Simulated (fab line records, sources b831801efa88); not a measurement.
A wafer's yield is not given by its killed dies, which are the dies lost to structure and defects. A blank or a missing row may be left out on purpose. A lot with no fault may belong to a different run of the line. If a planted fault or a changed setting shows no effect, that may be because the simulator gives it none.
The tool behind it: which one? -- flow gf180mcu -- 72 wafers from 24 lots sampled at 3 of the route's 602 steps

## WHAT EACH GAUGE READ, for each wafer
GF_V1_CD_MEAS_14: target cd 260 nm.
lot,measured,on,cd nm (nm)
L074,day 17 23:38,cd sem-02,260.4 261.1 261.9
L075,day 18 10:39,cd sem-01,256.6 258.0 258.9
L076,day 18 21:52,cd sem-02,258.7 259.1 259.1
L077,day 19 10:35,cd sem-02,257.8 258.2 256.6
L078,day 19 19:41,cd sem-02,262.0 261.0 260.1
L079,day 20 01:28,cd sem-02,262.0 262.4 262.8
L080,day 20 11:16,cd sem-02,259.8 257.8 259.6
L081,day 20 20:52,cd sem-02,260.6 260.3 260.1
L082,day 21 06:47,cd sem-01,260.6 261.4 262.0
L083,day 21 14:04,cd sem-01,259.4 260.4 259.7
L084,day 22 00:17,cd sem-01,259.8 260.7 261.8
L085,day 22 12:05,cd sem-01,260.8 259.7 259.1
L086,day 22 15:50,cd sem-02,259.5 259.9 260.1
L087,day 22 22:31,cd sem-02,259.7 260.4 261.1
L088,day 23 08:58,cd sem-01,258.8 258.9 259.7
L089,day 23 17:27,cd sem-02,259.0 259.5 259.4
L090,day 24 01:01,cd sem-02,260.9 260.3 259.3
L091,day 24 09:47,cd sem-02,259.4 259.4 259.4
L092,day 24 21:28,cd sem-02,259.8 258.0 258.7
L093,day 24 22:30,cd sem-02,259.0 260.5 259.2
L094,day 25 04:43,cd sem-02,260.3 261.1 259.5
L095,day 25 14:32,cd sem-01,260.0 260.0 259.0
L096,day 25 19:29,cd sem-01,261.2 260.7 261.0
L097,day 26 03:17,cd sem-01,260.5 259.9 260.2

GF_V1_RS_MEAS_24: the measuring method here is four-point-probe.
lot,measured,on,V1_W_RS (ohm/sq)
L074,day 18 01:11,film metro-01,0.3293 0.3273 0.3259
L075,day 18 12:02,film metro-01,0.3227 0.3211 0.3219
L076,day 18 23:00,film metro-01,0.3289 0.3281 0.3288
L077,day 19 11:44,film metro-01,0.3240 0.3246 0.3257
L078,day 19 20:44,film metro-01,0.3238 0.3277 0.3247
L079,day 20 02:32,film metro-01,0.3262 0.3278 0.3264
L080,day 20 12:18,film metro-01,0.3244 0.3252 0.3253
L081,day 20 21:56,film metro-04,0.3278 0.3264 0.3260
L082,day 21 07:50,film metro-04,0.3268 0.3268 0.3266
L083,day 21 15:05,film metro-03,0.3245 0.3241 0.3254
L084,day 22 01:40,film metro-03,0.3282 0.3282 0.3258
L085,day 22 13:09,film metro-04,0.3226 0.3236 0.3289
L086,day 22 16:58,film metro-01,0.3329 0.3299 0.3315
L087,day 22 23:33,film metro-03,0.3274 0.3268 0.3275
L088,day 23 09:59,film metro-03,0.3259 0.3266 0.3291
L089,day 23 18:29,film metro-04,0.3274 0.3298 0.3223
L090,day 24 02:23,film metro-03,0.3215 0.3217 0.3243
L091,day 24 10:49,film metro-04,0.3233 0.3292 0.3231
L092,day 24 22:32,film metro-03,0.3307 0.3308 0.3302
L093,day 24 23:34,film metro-03,0.3291 0.3262 0.3257
L094,day 25 05:52,film metro-01,0.3255 0.3278 0.3228
L095,day 25 15:34,film metro-01,0.3307 0.3307 0.3337
L096,day 25 20:31,film metro-03,0.3263 0.3239 0.3267
L097,day 26 04:19,film metro-01,0.3283 0.3310 0.3305

GF_V2_BOW_MEAS_05.
lot,measured,on,V2_BOW (um)
L074,day 19 03:14,film metro-04,108 115 106
L075,day 19 14:06,film metro-02,113 111 109
L076,day 20 00:31,film metro-02,97 95 101
L077,day 20 14:44,film metro-04,90 108 110
L078,day 20 23:19,film metro-04,94 88 80
L079,day 21 04:42,film metro-02,98 96 93
L080,day 21 14:11,film metro-01,101 83 80
L081,day 22 00:21,film metro-01,105 103 89
L082,day 22 09:38,film metro-01,102 97 99
L083,day 22 16:49,film metro-04,101 104 90
L084,day 23 02:57,film metro-02,100 112 95
L085,day 23 13:40,film metro-04,96 90 103
L086,day 23 17:47,film metro-02,97 97 92
L087,day 24 00:25,film metro-02,96 100 93
L088,day 24 10:29,film metro-04,122 95 107
L089,day 24 18:40,film metro-02,107 97 88
L090,day 25 02:22,film metro-04,106 112 117
L091,day 25 10:33,film metro-04,115 115 103
L092,day 25 22:51,film metro-02,106 100 106
L093,day 25 22:36,film metro-04,84 103 82
L094,day 26 05:25,film metro-02,102 99 102
L095,day 26 14:32,film metro-01,102 112 100
L096,day 26 19:04,film metro-04,103 107 100
L097,day 27 03:19,film metro-04,95 98 91

## WHICH TOOL RAN EACH LOT (tool, then ch and the chambers of the sampled wafers, then the start)
Record: no process step prior to these readings.

## AS READ BY THE TOOLS THEMSELVES (means over the sampled wafers that have a number; for cases with no such wafer, the mark the record gives instead)
The record holds no such reading with a usual standard deviation.

## THE ANSWER, worked out from the rows above alone
Rule: the usual values come from the lots themselves. The widest of any qualifying gaps counts: lots, ordered by their means at a reading, are off when they make up no more than a third of the lots, leave a main group of 4 or more, and stand apart from it by 3 or more times the standard deviation of that group's means. If all means in a main group match to the digits the tables above print for the reading, that group is not used. A lot without any number at a reading at which 4 lots or more have one is off too. The other lots that the step has rows for count as sound. Order of review: gauges by route order, followed by the tools' own readings, for which a lot's mean as printed above is used. At the first step where some lot is off, the reading lying furthest off is the one used; lots without a number count as furthest.
Nothing can be told from this: no lot is off at any reading shown.

## WHAT THE SIMULATOR PUT IN
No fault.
